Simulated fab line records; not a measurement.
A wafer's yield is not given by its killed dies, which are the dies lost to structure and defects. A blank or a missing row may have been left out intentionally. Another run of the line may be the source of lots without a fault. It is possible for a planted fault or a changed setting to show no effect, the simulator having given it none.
fab line records + flow sky130 + part 2 of 2: steps 43 to 43 of 43
record
- lots=6
- wafers=18
- lastDay=50
route steps=708 shown FIELD_ISO@16 NWELL@32 DNWELL@35 PWDE@45 PAD_OPEN@708
lots that met no fault: from a run of the same line without faults
startH: hours from the record's first day to the start of the lot's first wafer shown + waitH: hours elapsed since this lot's preceding step + " identical to the entry in the row above + L1.1+2: one row covering several wafers at once + - no value, or no start was given + * or withheld: withheld + < > ~ a bound
route shown NAME@n: a module of which the file shows steps, and the number in the route of the first + usual: mean/standard deviation of fault-free wafers + same: alike in all rows + chamber/n: place in a boat + sites: the reading at each site + _std_site: the standard deviation of these + _edge_site: inner sites' mean taken away from outer sites' mean + radiusMm: for every site, how far away it sits from the centre of the wafer + mask NAME#n: copy n + behind: the most recent tool/chamber to have shaped the wafer + hold: why the lot was held/for how many hours/how that ended + device: which transistor (n, p or np) failed to switch + end of line: tests of these same wafers at the route's end + for a step that has no rows: nothing shown but its recipe + killed: count of dies lost to structure and defects at first sort (not the wafer's yield) + map: per-die view of a wafer (x killed, . not killed, _ where there is no die)
set.NAME: setting as actually run; set.NAME@STEP: the setting as run at that earlier step + model.NAME: the simulator's own value behind a step, which no gauge read
lots seen at some steps along the route; tables by step, rows by wafer
services: a tool's chamber out of use, with start hour (startH, from the record's first day; less than 0 if before it), hours out, and reason
## steps
# step SKY_PAD_OPEN_PROBE_99
# usual
- killed_at_M0_to_M3=43/7.3
- killed_at_M4_up=3.0/2
- killedAtContacts=24/5.2
- killedAtFrontEnd=15/4.4
- killedAtOther=0.2/0.48
- killedDies=86/9.1
- killedOnRim=16/4
- killedOpen=47/7.3
- killedShort=38/6.4
# same
- grossDies=492
- killedAtBackSide=0
| lot.wafer | tool      | chamber | startH  | waitH | hold                    | killed_at_M0_to_M3 | killed_at_M4_up | killedAtContacts | killedAtFrontEnd | killedAtOther | killedDies | killedOnRim | killedOpen | killedShort |
|-----------|-----------|---------|---------|-------|-------------------------|--------------------|-----------------|------------------|------------------|---------------|------------|-------------|------------|-------------|
| L116.2    | prober-02 | -       | 1066.16 | 0.1   | -                       | 41                 | 1               | 22               | 13               | 0             | 77         | 15          | 39         | 38          |
| L116.3    | prober-02 | -       | 1066.21 | 0.2   | -                       | 51                 | 1               | 22               | 16               | 0             | 90         | 17          | 46         | 42          |
| L116.6    | prober-02 | -       | 1066.36 | 0.2   | -                       | 40                 | 2               | 30               | 15               | 0             | 87         | 17          | 57         | 30          |
| L118.1    | prober-02 | -       | 1076.61 | 0.1   | -                       | 39                 | 3               | 31               | 12               | 0             | 85         | 22          | 43         | 41          |
| L118.3    | prober-02 | -       | 1076.71 | 0.2   | -                       | 57                 | 4               | 22               | 14               | 1             | 98         | 17          | 47         | 48          |
| L118.5    | prober-02 | -       | 1076.81 | 0.2   | -                       | 55                 | 1               | 32               | 15               | 1             | 104        | 17          | 65         | 36          |
| L126.2    | prober-02 | -       | 1135.27 | 0.1   | awaitDispo/2.2h/release | 46                 | 2               | 22               | 10               | 1             | 81         | 17          | 41         | 39          |
| L126.4    | prober-02 | -       | 1135.37 | 0.2   | awaitDispo/2.2h/release | 48                 | 7               | 29               | 12               | 0             | 96         | 15          | 52         | 44          |
| L126.5    | prober-02 | -       | 1135.42 | 0.2   | awaitDispo/2.2h/release | 36                 | 3               | 14               | 257              | 0             | 310        | 51          | 35         | 26          |
| L127.2    | prober-02 | -       | 1139.47 | 0.1   | awaitDispo/2.9h/release | 46                 | 6               | 20               | 19               | 0             | 91         | 18          | 55         | 36          |
| L127.3    | prober-02 | -       | 1139.52 | 0.2   | awaitDispo/2.9h/release | 47                 | 3               | 17               | 19               | 0             | 86         | 23          | 42         | 44          |
| L127.4    | prober-02 | -       | 1139.57 | 0.2   | awaitDispo/2.9h/release | 30                 | 1               | 13               | 270              | 1             | 315        | 58          | 33         | 24          |
| L133.2    | prober-01 | -       | 1166.09 | 0.1   | -                       | 45                 | 0               | 16               | 10               | 0             | 71         | 13          | 42         | 29          |
| L133.4    | prober-01 | -       | 1166.19 | 0.2   | -                       | 57                 | 4               | 18               | 12               | 0             | 91         | 24          | 44         | 47          |
| L133.5    | prober-01 | -       | 1166.24 | 0.2   | -                       | 38                 | 3               | 23               | 19               | 2             | 85         | 12          | 43         | 42          |
| L135.1    | prober-01 | -       | 1203.81 | 0.1   | -                       | 54                 | 3               | 19               | 12               | 0             | 88         | 20          | 50         | 38          |
| L135.3    | prober-01 | -       | 1203.91 | 0.2   | -                       | 34                 | 4               | 30               | 9                | 0             | 77         | 13          | 43         | 34          |
| L135.5    | prober-01 | -       | 1204.01 | 0.2   | -                       | 50                 | 3               | 26               | 8                | 0             | 87         | 17          | 53         | 33          |
# killed by level:class
L116.2 VIA1:geometricParticle:open=13 LI_CONTACT:geometricParticle:open=8 METAL1:geometricParticle:short=8 FIELD_ISO:geometricParticle:short=6 VIA1:geometricParticle:short=6 CONTACT:geometricParticle:short=5 CONTACT:geometricParticle:open=5 POLY_GATE:geometricParticle:short=4
L116.3 VIA2:geometricParticle:open=11 VIA3:geometricParticle:open=9 CONTACT:geometricParticle:open=8 LI_CONTACT:geometricParticle:short=6 VIA1:geometricParticle:open=6 METAL1:geometricParticle:short=5 METAL2:geometricParticle:short=5 VIA3:geometricParticle:short=5
L116.6 VIA1:geometricParticle:open=13 LI_CONTACT:geometricParticle:open=9 VIA2:geometricParticle:open=9 CONTACT:geometricParticle:open=8 VIA3:geometricParticle:open=6 LOCAL_INTERCONNECT:geometricParticle:short=5 POLY_GATE:geometricParticle:open=4 CONTACT:geometricParticle:short=4
L118.1 LI_CONTACT:geometricParticle:open=10 VIA3:geometricParticle:open=7 LI_CONTACT:geometricParticle:short=6 CONTACT:geometricParticle:short=5 CONTACT:geometricParticle:open=5 METAL1:geometricParticle:short=5 VIA1:geometricParticle:open=5 METAL2:geometricParticle:short=5
L118.3 METAL2:geometricParticle:short=14 VIA1:geometricParticle:open=13 CONTACT:geometricParticle:open=9 LI_CONTACT:geometricParticle:open=8 VIA1:geometricParticle:short=7 FIELD_ISO:geometricParticle:open=5 VIA2:geometricParticle:open=5 METAL4:geometricParticle:short=4
L118.5 VIA1:geometricParticle:open=17 CONTACT:geometricParticle:open=15 VIA3:geometricParticle:open=7 VIA2:geometricParticle:open=7 LI_CONTACT:geometricParticle:open=6 FIELD_ISO:geometricParticle:open=5 LOCAL_INTERCONNECT:geometricParticle:short=5 POLY_GATE:geometricParticle:short=4
L126.2 VIA1:geometricParticle:open=11 LI_CONTACT:geometricParticle:open=9 VIA2:geometricParticle:open=8 CONTACT:geometricParticle:open=6 METAL1:geometricParticle:short=6 VIA1:geometricParticle:short=5 VIA2:geometricParticle:short=5 VIA3:geometricParticle:open=5
L126.4 VIA1:geometricParticle:open=14 VIA2:geometricParticle:open=9 LI_CONTACT:geometricParticle:open=9 CONTACT:geometricParticle:open=8 VIA1:geometricParticle:short=8 CONTACT:geometricParticle:short=6 POLY_GATE:geometricParticle:short=5 METAL2:geometricParticle:short=4
L126.5 FIELD_ISO:unspecified=248 CONTACT:geometricParticle:open=9 VIA1:geometricParticle:open=7 VIA1:geometricParticle:short=7 VIA3:geometricParticle:open=7 METAL2:geometricParticle:short=3 POLY_GATE:geometricParticle:open=3 CONTACT:geometricParticle:short=3
L127.2 POLY_GATE:geometricParticle:open=10 VIA1:geometricParticle:open=10 VIA2:geometricParticle:open=8 LI_CONTACT:geometricParticle:open=7 VIA3:geometricParticle:open=7 VIA1:geometricParticle:short=6 VIA2:geometricParticle:short=5 FIELD_ISO:geometricParticle:open=4
L127.3 VIA1:geometricParticle:open=10 METAL2:geometricParticle:short=8 FIELD_ISO:geometricParticle:short=7 VIA3:geometricParticle:open=7 POLY_GATE:geometricParticle:open=6 CONTACT:geometricParticle:open=6 METAL3:geometricParticle:short=5 VIA2:geometricParticle:open=4
L127.4 FIELD_ISO:unspecified=258 VIA2:geometricParticle:open=8 FIELD_ISO:geometricParticle:short=6 VIA1:geometricParticle:open=5 LI_CONTACT:geometricParticle:open=4 CONTACT:geometricParticle:open=4 VIA2:geometricParticle:short=4 POLY_GATE:geometricParticle:open=3
L133.2 VIA1:geometricParticle:open=10 VIA2:geometricParticle:open=9 LI_CONTACT:geometricParticle:open=7 METAL3:geometricParticle:open=5 FIELD_ISO:geometricParticle:short=4 METAL1:geometricParticle:short=4 VIA1:geometricParticle:short=4 METAL2:geometricParticle:short=4
L133.4 VIA1:geometricParticle:open=10 METAL2:geometricParticle:short=9 METAL1:geometricParticle:short=7 VIA3:geometricParticle:open=7 VIA2:geometricParticle:open=6 LI_CONTACT:geometricParticle:open=5 VIA3:geometricParticle:short=5 CONTACT:geometricParticle:open=4
L133.5 VIA1:geometricParticle:open=10 CONTACT:geometricParticle:open=9 POLY_GATE:geometricParticle:short=8 METAL2:geometricParticle:short=7 CONTACT:geometricParticle:short=6 POLY_GATE:geometricParticle:open=5 METAL3:geometricParticle:short=5 LI_CONTACT:geometricParticle:open=4
L135.1 VIA3:geometricParticle:open=8 VIA1:geometricParticle:open=8 VIA2:geometricParticle:open=8 CONTACT:geometricParticle:open=6 METAL1:geometricParticle:short=6 METAL3:geometricParticle:short=5 LI_CONTACT:geometricParticle:open=5 VIA1:geometricParticle:short=5
L135.3 LI_CONTACT:geometricParticle:open=10 CONTACT:geometricParticle:open=9 VIA3:geometricParticle:open=7 LOCAL_INTERCONNECT:geometricParticle:short=6 VIA1:geometricParticle:open=6 VIA3:geometricParticle:short=5 VIA2:geometricParticle:open=5 FIELD_ISO:geometricParticle:short=4
L135.5 VIA3:geometricParticle:open=14 CONTACT:geometricParticle:open=10 VIA1:geometricParticle:open=8 VIA2:geometricParticle:open=7 METAL1:geometricParticle:short=6 LI_CONTACT:geometricParticle:open=5 CONTACT:geometricParticle:short=5 VIA1:geometricParticle:short=5
# map L126.5 (x killed, . not)
__________xxx..xx.x._________
________..x.x.xxx.x..._______
______....x.xxxxxx..x.xx_____
_____.xxxxx.xx.xx.xx.xxxx____
____x..xxxxx.xxxxxxx.x....___
___.x..xx..xxxxxxxxxx...x.x__
__xxx.xxxx..x..x.xx..xxx...._
_..xxxxxxx..x....x.x...x.xxx.
_xxxx.xx.xx.xx.x.xxxxxx.xx.xx
_xxx..xxxxxx.x..xxxxxxxxx....
_.xxxx....xxx.xxx.xxx.xx.x.xx
_xxxxx..x...xx..x.xxx.x.x...x
_.xx..xx.xx.xx..xxxxx.xx.xxxx
_x.xxxx.x.x...xxxxx.xxxx..xxx
_..xx.xxxxxxx.xxxxx....xxxxx.
__..x.xx.xx.xxx...xx.x..xxx._
___xxxx.xx.xxxxx.......xx.x__
____x.xxx.x.x.xx.xxxxx..x.___
_____.xxx.x.xxxxxxxxx...x____
______.x...xxxxxxxx.xxx._____
________x.xxxx.x.xx.xx_______
__________xx.xxxxxx._________
# map L127.4 (x killed, . not)
__________xxxx..x.x._________
________...xxxxxx..x.x_______
______.xx..xx.xxxx.xx..x_____
_____x.xxxx..xx.xxxxxxxxx____
____x.xx.xxxx..xxxxx.xxx..___
___...xxxxx..xx...xxx.xxxxx__
__.x.xx..xxx....xxxxx...x.xx_
_x...xxx.x.x.xxxxxx.x.x.x.x.x
_x.xxx.xx.xxx...xx.xxx.xxxxxx
_.xxxxxxx..xxxx.xx.xx.xxx..xx
_xxx.xxxx.xx.xxxxx.xx...x....
_xxx.xx.xx.....x.xxxx....x.x.
_x.xx.xxxxxxx..xxx.x..xx.x..x
_.xx..xx.x.xx..x.xxxxxxxxx.x.
_x.x.x...x.x.x.xxxx..xxxxx.x.
__.x.xx.xxx.x.xx...xxxx.xx.x_
___xx...x.xxxxx..xxxx.xx..x__
____xxxxx.xxxx.xx.xxxxxx.x___
_____xx.xxx.xx....xxxxxxx____
______xxxxxx..xxxxxxxxx._____
________.xx...x.x..xxx_______
__________xx.xx...x._________
## services
| tool           | chamber | startH | hours | kind   |
|----------------|---------|--------|-------|--------|
| rieSi-01       | 0       | 5.23   | 3.6   | repair |
| rieDiel-04     | -       | 11.34  | 0.3   | repair |
| cmp-02         | -       | 19.48  | 1.4   | repair |
| rieDiel-04     | -       | 20.22  | 14.6  | pm     |
| cmp-02         | -       | 28.78  | 0.5   | repair |
| rieDiel-01     | 2       | 30.18  | 13.1  | repair |
| plasmaAsher-03 | -       | 36.26  | 2.2   | repair |
| rieDiel-01     | 1       | 50.30  | 5.8   | repair |
| cmp-02         | -       | 64.00  | 4.0   | pm     |
| plasmaAsher-02 | -       | 81.68  | 8.0   | repair |
| plasmaAsher-04 | -       | 91.27  | 7.8   | repair |
| cmp-01         | -       | 93.50  | 0.8   | repair |
| rieSi-02       | -       | 99.80  | 2.8   | pm     |
| rieDiel-04     | -       | 105.75 | 15.6  | pm     |
| cmp-01         | -       | 128.44 | 3.2   | repair |
| cmp-01         | -       | 131.65 | 3.6   | pm     |
| rieSi-02       | 1       | 133.76 | 3.0   | repair |
| cmp-02         | -       | 134.34 | 0.9   | repair |
| cmp-02         | -       | 150.32 | 4.7   | pm     |
| plasmaAsher-04 | -       | 151.21 | 10.0  | pm     |
| rieDiel-04     | 1       | 155.44 | 2.0   | repair |
| cmp-01         | -       | 163.28 | 1.1   | repair |
| plasmaAsher-04 | -       | 166.19 | 9.6   | repair |
| cmp-01         | -       | 179.72 | 3.9   | pm     |
## key
firstSign
- step=SKY_PAD_OPEN_PROBE_99
- reading=killedAtFrontEnd
- direction=up
- sigmas=56
- usual=15
- struck=264
effect
- step=SKY_PAD_OPEN_PROBE_99
- reading=killedDies
- direction=up
- sigmas=25
- usual=86
- struck=312
metAt SKY_FIELD_ISO_CMP_27
struckWafers L126.5,L127.4
testerLeftOut L126,L127
onsetBetween 44.51 86.05
fault
- kind=chamberParticleSource
- tool=cmp-02
- chamber=0
- onsetH=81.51
- steps=SKY_FIELD_ISO_CMP_27
- ratePerVisitCm2=1.3461
- endH=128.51
# testerLeftOut: of these lots the tester's yield and bins aren't shown, on N5 and GAA mostly nor the transistor test; their killed dies are dies lost to structure and defects alone, not to doping, threshold or leakage, so they don't give the yield
